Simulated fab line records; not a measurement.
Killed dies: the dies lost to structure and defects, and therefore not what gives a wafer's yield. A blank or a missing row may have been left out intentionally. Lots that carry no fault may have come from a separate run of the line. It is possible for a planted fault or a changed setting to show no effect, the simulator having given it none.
The tool behind it: which one? :: flow sky130 :: 14 lots, 42 wafers sampled, at 6 steps of a route of 708

WHAT THE GAUGES READ, wafer by wafer
SKY_PWDE_OVL_MEAS_07. Usual: PWDE_OVL -0.9 nm, standard deviation 1.4.
lot: L760
measured: day 3 19:31
on: overlay-02
PWDE_OVL (nm): 1.0 -0.2 -1.4
flag: 

lot: L763
measured: day 4 15:07
on: overlay-01
PWDE_OVL (nm): 1.1 1.7 -0.9
flag: 

lot: L764
measured: day 4 20:01
on: overlay-01
PWDE_OVL (nm): -2.4 -1.7 -2.0
flag: 

lot: L766
measured: day 5 02:10
on: overlay-01
PWDE_OVL (nm): -1.5 0.0 -0.1
flag: 

lot: L770
measured: day 6 07:47
on: overlay-02
PWDE_OVL (nm): -3.2 -3.0 -4.0
flag: 

lot: L771
measured: day 6 15:01
on: overlay-01
PWDE_OVL (nm): -1.9 -4.1 -1.2
flag: 

lot: L773
measured: day 6 22:31
on: overlay-01
PWDE_OVL (nm): -2.9 0.6 -1.6
flag: 

lot: L775
measured: day 7 07:46
on: overlay-01
PWDE_OVL (nm): - - -
flag: OFF

lot: L776
measured: day 7 14:25
on: overlay-01
PWDE_OVL (nm): - - -
flag: OFF

lot: L778
measured: day 8 02:59
on: overlay-02
PWDE_OVL (nm): -3.1 -4.2 -2.3
flag: 

lot: L779
measured: day 8 07:49
on: overlay-02
PWDE_OVL (nm): -1.6 -1.4 -4.0
flag: 

lot: L780
measured: day 8 12:31
on: overlay-01
PWDE_OVL (nm): 1.0 -0.4 2.6
flag: 

lot: L781
measured: day 8 15:04
on: overlay-02
PWDE_OVL (nm): -2.3 -1.7 0.0
flag: 

lot: L783
measured: day 9 05:04
on: overlay-01
PWDE_OVL (nm): -2.2 -0.1 -0.7
flag: 

SKY_NWELL_TW_MEAS_26. Usual: NWELL_2_TW 497, standard deviation 5.1.
lot: L760
measured: day 5 05:55
on: film-metro-04
NWELL_2_TW: 502 500 499
flag: 

lot: L763
measured: day 6 03:06
on: film-metro-02
NWELL_2_TW: 499 504 504
flag: 

lot: L764
measured: day 6 09:52
on: film-metro-04
NWELL_2_TW: 499 495 495
flag: 

lot: L766
measured: day 6 15:37
on: film-metro-04
NWELL_2_TW: 499 496 497
flag: 

lot: L770
measured: day 7 23:21
on: film-metro-02
NWELL_2_TW: 501 502 503
flag: 

lot: L771
measured: day 8 07:50
on: film-metro-04
NWELL_2_TW: 501 499 501
flag: 

lot: L773
measured: day 8 15:00
on: film-metro-01
NWELL_2_TW: 491 491 492
flag: 

lot: L775
measured: day 9 01:00
on: film-metro-01
NWELL_2_TW: 545 541 541
flag: OFF

lot: L776
measured: day 9 08:22
on: film-metro-02
NWELL_2_TW: 559 558 559
flag: OFF

lot: L778
measured: day 9 21:50
on: film-metro-04
NWELL_2_TW: 498 498 500
flag: 

lot: L779
measured: day 10 14:01
on: film-metro-04
NWELL_2_TW: 498 500 498
flag: 

lot: L780
measured: day 10 08:28
on: film-metro-02
NWELL_2_TW: 506 502 505
flag: 

lot: L781
measured: day 10 11:53
on: film-metro-01
NWELL_2_TW: 491 493 490
flag: 

lot: L783
measured: day 11 02:05
on: film-metro-01
NWELL_2_TW: 489 491 491
flag: 

SKY_VIA1_CD_MEAS_12 targets a cd of 150 nm. Usual: cd-nm 150.5 nm, standard deviation 2.
lot: L760
measured: day 33 20:46
on: cd-sem-02
cd-nm (nm): 151.2 150.2 150.2
flag: 

lot: L763
measured: day 35 09:41
on: cd-sem-01
cd-nm (nm): 154.2 153.9 153.9
flag: 

lot: L764
measured: day 35 11:13
on: cd-sem-02
cd-nm (nm): 152.7 151.5 152.0
flag: 

lot: L766
measured: day 35 17:10
on: cd-sem-02
cd-nm (nm): 151.9 152.7 151.8
flag: 

lot: L770
measured: day 37 04:55
on: cd-sem-02
cd-nm (nm): 149.5 150.4 150.4
flag: 

lot: L771
measured: day 37 18:13
on: cd-sem-01
cd-nm (nm): 150.6 150.6 150.1
flag: 

lot: L773
measured: day 38 06:05
on: cd-sem-02
cd-nm (nm): 151.5 150.2 149.6
flag: 

lot: L775
measured: day 38 16:46
on: cd-sem-02
cd-nm (nm): 151.7 151.2 151.2
flag: 

lot: L776
measured: day 38 21:56
on: cd-sem-01
cd-nm (nm): 149.8 149.4 150.3
flag: 

lot: L778
measured: day 39 17:32
on: cd-sem-02
cd-nm (nm): 152.6 153.9 151.9
flag: 

lot: L779
measured: day 40 08:32
on: cd-sem-01
cd-nm (nm): 149.2 148.5 150.3
flag: 

lot: L780
measured: day 40 01:29
on: cd-sem-01
cd-nm (nm): 147.1 146.0 146.6
flag: 

lot: L781
measured: day 40 08:28
on: cd-sem-02
cd-nm (nm): 150.7 151.0 150.3
flag: 

lot: L783
measured: day 40 21:58
on: cd-sem-01
cd-nm (nm): 150.4 150.4 151.2
flag: 

SKY_METAL2_OVL_MEAS_16. Usual: METAL2_OVL -2 nm, standard deviation 5.1.
lot: L760
measured: day 35 01:11
on: overlay-02
METAL2_OVL (nm): -8 -7 -4
flag: 

lot: L763
measured: day 36 14:11
on: overlay-02
METAL2_OVL (nm): -13 -12 -5
flag: 

lot: L764
measured: day 36 14:56
on: overlay-02
METAL2_OVL (nm): 0 2 -1
flag: 

lot: L766
measured: day 36 21:25
on: overlay-01
METAL2_OVL (nm): -5 -6 -15
flag: 

lot: L770
measured: day 38 07:56
on: overlay-02
METAL2_OVL (nm): -6 -6 -6
flag: 

lot: L771
measured: day 38 21:20
on: overlay-01
METAL2_OVL (nm): -2 2 3
flag: 

lot: L773
measured: day 39 09:19
on: overlay-02
METAL2_OVL (nm): 2 -5 -3
flag: 

lot: L775
measured: day 39 19:52
on: overlay-02
METAL2_OVL (nm): 0 -7 -9
flag: 

lot: L776
measured: day 40 00:28
on: overlay-02
METAL2_OVL (nm): 4 0
flag: 

lot: L778
measured: day 40 19:40
on: overlay-01
METAL2_OVL (nm): -6 1 0
flag: 

lot: L779
measured: day 41 10:28
on: overlay-02
METAL2_OVL (nm): 0 -4 -5
flag: 

lot: L780
measured: day 41 03:35
on: overlay-02
METAL2_OVL (nm): -10 -6 -3
flag: 

lot: L781
measured: day 41 11:10
on: overlay-01
METAL2_OVL (nm): -2 -11 -2
flag: 

lot: L783
measured: day 41 23:35
on: overlay-01
METAL2_OVL (nm): -2 4 1
flag: 

WHICH TOOL RAN EACH LOT (tool, then ch and the chambers of the sampled wafers, then the start)
lot: L760
SKY_FIELD_ISO_CMP_27: cmp-02 ch 1,2,3, day 2 09:26
SKY_PWDE_COAT_02: litho-track-03 ch 0, day 3 11:16

lot: L763
SKY_FIELD_ISO_CMP_27: cmp-01 ch 0,2,3, day 3 01:33
SKY_PWDE_COAT_02: litho-track-03 ch 0, day 4 06:16

lot: L764
SKY_FIELD_ISO_CMP_27: cmp-02 ch 0,2,3, day 3 07:56
SKY_PWDE_COAT_02: litho-track-04 ch 0, day 4 11:13

lot: L766
SKY_FIELD_ISO_CMP_27: cmp-01 ch 0,1, day 3 14:40
SKY_PWDE_COAT_02: litho-track-04 ch 0, day 4 18:10

lot: L770
SKY_FIELD_ISO_CMP_27: cmp-02 ch 0,1, day 4 16:19
SKY_PWDE_COAT_02: litho-track-01 ch 0, day 5 22:04

lot: L771
SKY_FIELD_ISO_CMP_27: cmp-01 ch 0,1,2, day 4 23:06
SKY_PWDE_COAT_02: litho-track-03 ch 0, day 6 06:16

lot: L773
SKY_FIELD_ISO_CMP_27: cmp-02 ch 1,2,3, day 5 06:53
SKY_PWDE_COAT_02: litho-track-04 ch 0, day 6 12:46

lot: L775
SKY_FIELD_ISO_CMP_27: cmp-01 ch 0,1,2, day 5 14:55
SKY_PWDE_COAT_02: litho-track-01, day 6 21:07

lot: L776
SKY_FIELD_ISO_CMP_27: cmp-02 ch 0,2,3, day 5 22:13
SKY_PWDE_COAT_02: litho-track-03, day 7 05:05

lot: L778
SKY_FIELD_ISO_CMP_27: cmp-02 ch 0,1, day 6 06:07
SKY_PWDE_COAT_02: litho-track-03 ch 0, day 7 15:20

lot: L779
SKY_FIELD_ISO_CMP_27: cmp-02 ch 1,2, day 6 13:40
SKY_PWDE_COAT_02: litho-track-04 ch 0, day 7 21:22

lot: L780
SKY_FIELD_ISO_CMP_27: cmp-02 ch 2,3, day 6 17:28
SKY_PWDE_COAT_02: litho-track-04 ch 0, day 8 03:08

lot: L781
SKY_FIELD_ISO_CMP_27: cmp-01 ch 1,2,3, day 6 21:07
SKY_PWDE_COAT_02: litho-track-04 ch 0, day 8 05:37

lot: L783
SKY_FIELD_ISO_CMP_27: cmp-02 ch 1,3, day 7 09:03
SKY_PWDE_COAT_02: litho-track-04 ch 0, day 8 18:22
- SKY_FIELD_ISO_CMP_27: polishes, stops on Si3N4, t overpolish 16 s, target thk 457.8 nm.
- SKY_PWDE_COAT_02: resist thk 3000 nm.

AS READ BY THE TOOLS THEMSELVES (means over the sampled wafers that have a number; for cases with no such wafer, the mark the record gives instead)
SKY_FIELD_ISO_CMP_27. Usual: motor-current-A 12.3 A, standard deviation 1.5; overpolish-run-s 16.001 s, standard deviation 0.01; platen-rpm 60.00 rpm, standard deviation 0.043; time-to-endpoint-s 110 s, standard deviation 5.4.
lot: L760
tool: cmp-02
motor-current-A (A): 12.8
overpolish-run-s (s): 16.012
platen-rpm (rpm): 60.04
time-to-endpoint-s (s): 117
flag: 

lot: L763
tool: cmp-01
motor-current-A (A): 11.7
overpolish-run-s (s): 16.011
platen-rpm (rpm): 59.99
time-to-endpoint-s (s): 109
flag: 

lot: L764
tool: cmp-02
motor-current-A (A): 12.1
overpolish-run-s (s): 16.004
platen-rpm (rpm): 60.00
time-to-endpoint-s (s): 119
flag: 

lot: L766
tool: cmp-01
motor-current-A (A): 13.2
overpolish-run-s (s): 16.003
platen-rpm (rpm): 59.93
time-to-endpoint-s (s): 110
flag: 

lot: L770
tool: cmp-02
motor-current-A (A): 11.4
overpolish-run-s (s): 15.995
platen-rpm (rpm): 60.01
time-to-endpoint-s (s): 109
flag: 

lot: L771
tool: cmp-01
motor-current-A (A): 12.3
overpolish-run-s (s): 15.993
platen-rpm (rpm): 59.95
time-to-endpoint-s (s): 107
flag: 

lot: L773
tool: cmp-02
motor-current-A (A): 12.5
overpolish-run-s (s): 16.000
platen-rpm (rpm): 60.00
time-to-endpoint-s (s): 105
flag: 

lot: L775
tool: cmp-01
motor-current-A (A): 12.5
overpolish-run-s (s): 16.007
platen-rpm (rpm): 59.99
time-to-endpoint-s (s): 113
flag: 

lot: L776
tool: cmp-02
motor-current-A (A): 12.3
overpolish-run-s (s): 16.009
platen-rpm (rpm): 59.99
time-to-endpoint-s (s): 106
flag: 

lot: L778
tool: cmp-02
motor-current-A (A): 11.9
overpolish-run-s (s): 16.002
platen-rpm (rpm): 60.01
time-to-endpoint-s (s): 110
flag: 

lot: L779
tool: cmp-02
motor-current-A (A): 12.7
overpolish-run-s (s): 15.999
platen-rpm (rpm): 59.99
time-to-endpoint-s (s): 110
flag: 

lot: L780
tool: cmp-02
motor-current-A (A): 12.9
overpolish-run-s (s): 15.994
platen-rpm (rpm): 60.00
time-to-endpoint-s (s): 111
flag: 

lot: L781
tool: cmp-01
motor-current-A (A): 12.2
overpolish-run-s (s): 15.992
platen-rpm (rpm): 59.98
time-to-endpoint-s (s): 115
flag: 

lot: L783
tool: cmp-02
motor-current-A (A): 12.1
overpolish-run-s (s): 16.004
platen-rpm (rpm): 60.01
time-to-endpoint-s (s): 111
flag: 

SKY_PWDE_COAT_02. Usual: chill-plate-temp-C 23.02 C, standard deviation 0.1; dispense-pressure-kPa 50.8 kPa, standard deviation 0.92; resist-line-temp-C 23.01 C, standard deviation 0.1.
lot: L760
tool: litho-track-03
chill-plate-temp-C (C): 23.05
dispense-pressure-kPa (kPa): 49.7
resist-line-temp-C (C): 22.95
flag: 

lot: L763
tool: litho-track-03
chill-plate-temp-C (C): 22.99
dispense-pressure-kPa (kPa): 49.7
resist-line-temp-C (C): 23.00
flag: 

lot: L764
tool: litho-track-04
chill-plate-temp-C (C): 23.13
dispense-pressure-kPa (kPa): 51.7
resist-line-temp-C (C): 23.03
flag: 

lot: L766
tool: litho-track-04
chill-plate-temp-C (C): 23.04
dispense-pressure-kPa (kPa): 51.7
resist-line-temp-C (C): 22.89
flag: 

lot: L770
tool: litho-track-01
chill-plate-temp-C (C): 23.01
dispense-pressure-kPa (kPa): 50.2
resist-line-temp-C (C): 23.07
flag: 

lot: L771
tool: litho-track-03
chill-plate-temp-C (C): 22.91
dispense-pressure-kPa (kPa): 49.7
resist-line-temp-C (C): 23.08
flag: 

lot: L773
tool: litho-track-04
chill-plate-temp-C (C): 23.00
dispense-pressure-kPa (kPa): 51.7
resist-line-temp-C (C): 23.09
flag: 

lot: L775
tool: litho-track-01
chill-plate-temp-C (C): -
dispense-pressure-kPa (kPa): -
resist-line-temp-C (C): -
flag: OFF

lot: L776
tool: litho-track-03
chill-plate-temp-C (C): -
dispense-pressure-kPa (kPa): -
resist-line-temp-C (C): -
flag: OFF

lot: L778
tool: litho-track-03
chill-plate-temp-C (C): 22.93
dispense-pressure-kPa (kPa): 49.7
resist-line-temp-C (C): 22.91
flag: 

lot: L779
tool: litho-track-04
chill-plate-temp-C (C): 23.05
dispense-pressure-kPa (kPa): 51.7
resist-line-temp-C (C): 22.98
flag: 

lot: L780
tool: litho-track-04
chill-plate-temp-C (C): 22.93
dispense-pressure-kPa (kPa): 51.7
resist-line-temp-C (C): 22.94
flag: 

lot: L781
tool: litho-track-04
chill-plate-temp-C (C): 22.98
dispense-pressure-kPa (kPa): 51.7
resist-line-temp-C (C): 22.94
flag: 

lot: L783
tool: litho-track-04
chill-plate-temp-C (C): 23.09
dispense-pressure-kPa (kPa): 51.7
resist-line-temp-C (C): 23.09
flag: 

THE ANSWER, worked out from the rows above alone
Rule: a lot is off if the mean of its wafers that have a number lies more than 3 standard deviations from the usual mean. A lot without any number at a reading at which 4 lots or more have one is off too. Any other lot the step has rows for is counted as sound. First the gauges in route order, then the tools' own readings, where a lot's mean is used as printed above. The first step at which some lot is off is used, and at that step the reading that is off furthest; a lot without a number counts as furthest.
Off: L775, L776, at SKY_PWDE_OVL_MEAS_07 (PWDE_OVL). Without a number there: L775, L776.
A tool fits if, at a process step before that reading, it ran every lot that is off, and no sound lot after the first of them. Not tried: the gauges at SKY_PWDE_OVL_MEAS_07; whatever is off there is also off at SKY_NWELL_TW_MEAS_26, on other tools, and gauge error can't account for it. No candidate that was tried fits.

WHAT THE SIMULATOR PUT IN
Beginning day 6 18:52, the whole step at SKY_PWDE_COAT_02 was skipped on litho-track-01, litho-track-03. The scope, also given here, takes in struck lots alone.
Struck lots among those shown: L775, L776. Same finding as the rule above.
